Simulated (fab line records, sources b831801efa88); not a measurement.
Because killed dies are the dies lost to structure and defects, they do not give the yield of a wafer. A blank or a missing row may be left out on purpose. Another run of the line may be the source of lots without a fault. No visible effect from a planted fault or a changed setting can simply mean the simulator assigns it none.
What tool caused it? || flow sky130 || 30 wafers from 10 lots sampled at 4 of the route's 708 steps

== WHAT EACH GAUGE READ, for each wafer ==
SKY_POLY_GATE_THK_MEAS_04.
{"lot": "L481", "measured": "day 15 22:35", "on": "filmMetro-01", "POLY_GATE_CVD_03_THK (nm)": "75.6 75.7 75.9"}
{"lot": "L482", "measured": "day 15 23:55", "on": "filmMetro-01", "POLY_GATE_CVD_03_THK (nm)": "75.9 75.2 75.4"}
{"lot": "L483", "measured": "day 16 11:16", "on": "filmMetro-02", "POLY_GATE_CVD_03_THK (nm)": "75.8 76.5 76.5"}
{"lot": "L485", "measured": "day 17 09:41", "on": "filmMetro-01", "POLY_GATE_CVD_03_THK (nm)": "76.1 75.3 75.7"}
{"lot": "L487", "measured": "day 17 23:52", "on": "filmMetro-02", "POLY_GATE_CVD_03_THK (nm)": "75.3 75.2 76.0"}
{"lot": "L488", "measured": "day 18 19:52", "on": "filmMetro-02", "POLY_GATE_CVD_03_THK (nm)": "74.7 74.5 74.5"}
{"lot": "L489", "measured": "day 18 21:14", "on": "filmMetro-01", "POLY_GATE_CVD_03_THK (nm)": "75.5 75.6 75.9"}
{"lot": "L491", "measured": "day 19 07:49", "on": "filmMetro-03", "POLY_GATE_CVD_03_THK (nm)": "75.1 74.9 75.0"}
{"lot": "L495", "measured": "day 20 17:09", "on": "filmMetro-01", "POLY_GATE_CVD_03_THK (nm)": "110.8 110.4 110.9"}
{"lot": "L496", "measured": "day 21 15:40", "on": "filmMetro-01", "POLY_GATE_CVD_03_THK (nm)": "109.6 108.9 110.1"}

== EACH LOT AND THE TOOL THAT RAN IT (in order: tool; ch and the chambers of the sampled wafers; start) ==
{"lot": "L481", "SKY_VT_ADJUST_HVTR_STRIP_10": "plasmaAsher-02 ch 0,1, day 9 20:16", "SKY_RES_PROTECT_STRIP_07": "plasmaAsher-01 ch 0,1, day 15 20:21", "SKY_POLY_GATE_CVD_03": "lpcvd-02 ch 0, day 15 20:32"}
{"lot": "L482", "SKY_VT_ADJUST_HVTR_STRIP_10": "plasmaAsher-02 ch 0, day 10 04:57", "SKY_RES_PROTECT_STRIP_07": "plasmaAsher-04 ch 0, day 15 20:21", "SKY_POLY_GATE_CVD_03": "lpcvd-02 ch 1, day 15 22:34"}
{"lot": "L483", "SKY_VT_ADJUST_HVTR_STRIP_10": "plasmaAsher-04 ch 0,1, day 10 12:09", "SKY_RES_PROTECT_STRIP_07": "plasmaAsher-01 ch 0,1, day 16 09:17", "SKY_POLY_GATE_CVD_03": "lpcvd-02 ch 1, day 16 09:54"}
{"lot": "L485", "SKY_VT_ADJUST_HVTR_STRIP_10": "plasmaAsher-01 ch 0,1, day 11 04:08", "SKY_RES_PROTECT_STRIP_07": "plasmaAsher-02 ch 0,1, day 17 07:14", "SKY_POLY_GATE_CVD_03": "lpcvd-02 ch 1, day 17 08:18"}
{"lot": "L487", "SKY_VT_ADJUST_HVTR_STRIP_10": "plasmaAsher-01 ch 0,1, day 11 17:46", "SKY_RES_PROTECT_STRIP_07": "plasmaAsher-01 ch 0,1, day 17 21:00", "SKY_POLY_GATE_CVD_03": "lpcvd-02 ch 1, day 17 22:30"}
{"lot": "L488", "SKY_VT_ADJUST_HVTR_STRIP_10": "plasmaAsher-01 ch 0,1, day 12 06:09", "SKY_RES_PROTECT_STRIP_07": "plasmaAsher-02 ch 0,1, day 18 18:17", "SKY_POLY_GATE_CVD_03": "lpcvd-02 ch 1, day 18 18:30"}
{"lot": "L489", "SKY_VT_ADJUST_HVTR_STRIP_10": "plasmaAsher-01 ch 0,1, day 12 06:43", "SKY_RES_PROTECT_STRIP_07": "plasmaAsher-04 ch 0,1, day 18 18:46", "SKY_POLY_GATE_CVD_03": "lpcvd-02 ch 0, day 18 19:52"}
{"lot": "L491", "SKY_VT_ADJUST_HVTR_STRIP_10": "plasmaAsher-02 ch 0,1, day 12 22:09", "SKY_RES_PROTECT_STRIP_07": "plasmaAsher-01 ch 0, day 19 05:07", "SKY_POLY_GATE_CVD_03": "lpcvd-02 ch 0, day 19 06:27"}
{"lot": "L495", "SKY_VT_ADJUST_HVTR_STRIP_10": "plasmaAsher-04 ch 0,1, day 14 03:49", "SKY_RES_PROTECT_STRIP_07": "plasmaAsher-02 ch 0,1, day 20 15:35", "SKY_POLY_GATE_CVD_03": "lpcvd-02 ch 0, day 20 15:47"}
{"lot": "L496", "SKY_VT_ADJUST_HVTR_STRIP_10": "plasmaAsher-04 ch 0, day 14 17:57", "SKY_RES_PROTECT_STRIP_07": "plasmaAsher-01 ch 0,1, day 21 12:57", "SKY_POLY_GATE_CVD_03": "lpcvd-02 ch 1, day 21 14:17"}
- SKY_VT_ADJUST_HVTR_STRIP_10: strips in O2/N2.
- SKY_RES_PROTECT_STRIP_07: strips in O2/N2.
- SKY_POLY_GATE_CVD_03: deposits Si3N4 from DCS/NH3, target thk 75 nm, time 1290 s.

== THE ANSWER, worked out from the rows above alone ==
Rule: the usual values come from the lots themselves. Put in order of their means at a reading, lots are off if they are a third of the lots or fewer, leave a main group of 4 or more, and stand apart from it by a gap of 3 or more times the standard deviation of the main group's means; of several such gaps the widest counts. Not used: any main group whose means are identical at the precision the tables above print for the reading. A lot without any number at a reading at which 4 lots or more have one is off too. The other lots that the step has rows for count as sound.
Off: L495, L496, at SKY_POLY_GATE_THK_MEAS_04 (POLY_GATE_CVD_03_THK). The main group has a mean of 75.5 nm with a standard deviation of 0.48.
A tool fits if, at a process step before that reading, it ran every lot that is off, and no sound lot after the first of them. Those tools and the gauges at SKY_POLY_GATE_THK_MEAS_04 are tried in the same way. Can't be told from this: 3 tools fit, plasmaAsher-04 at SKY_VT_ADJUST_HVTR_STRIP_10, lpcvd-02 at SKY_POLY_GATE_CVD_03, filmMetro-01 at SKY_POLY_GATE_THK_MEAS_04.

== WHAT THE SIMULATOR HAD INSERTED ==
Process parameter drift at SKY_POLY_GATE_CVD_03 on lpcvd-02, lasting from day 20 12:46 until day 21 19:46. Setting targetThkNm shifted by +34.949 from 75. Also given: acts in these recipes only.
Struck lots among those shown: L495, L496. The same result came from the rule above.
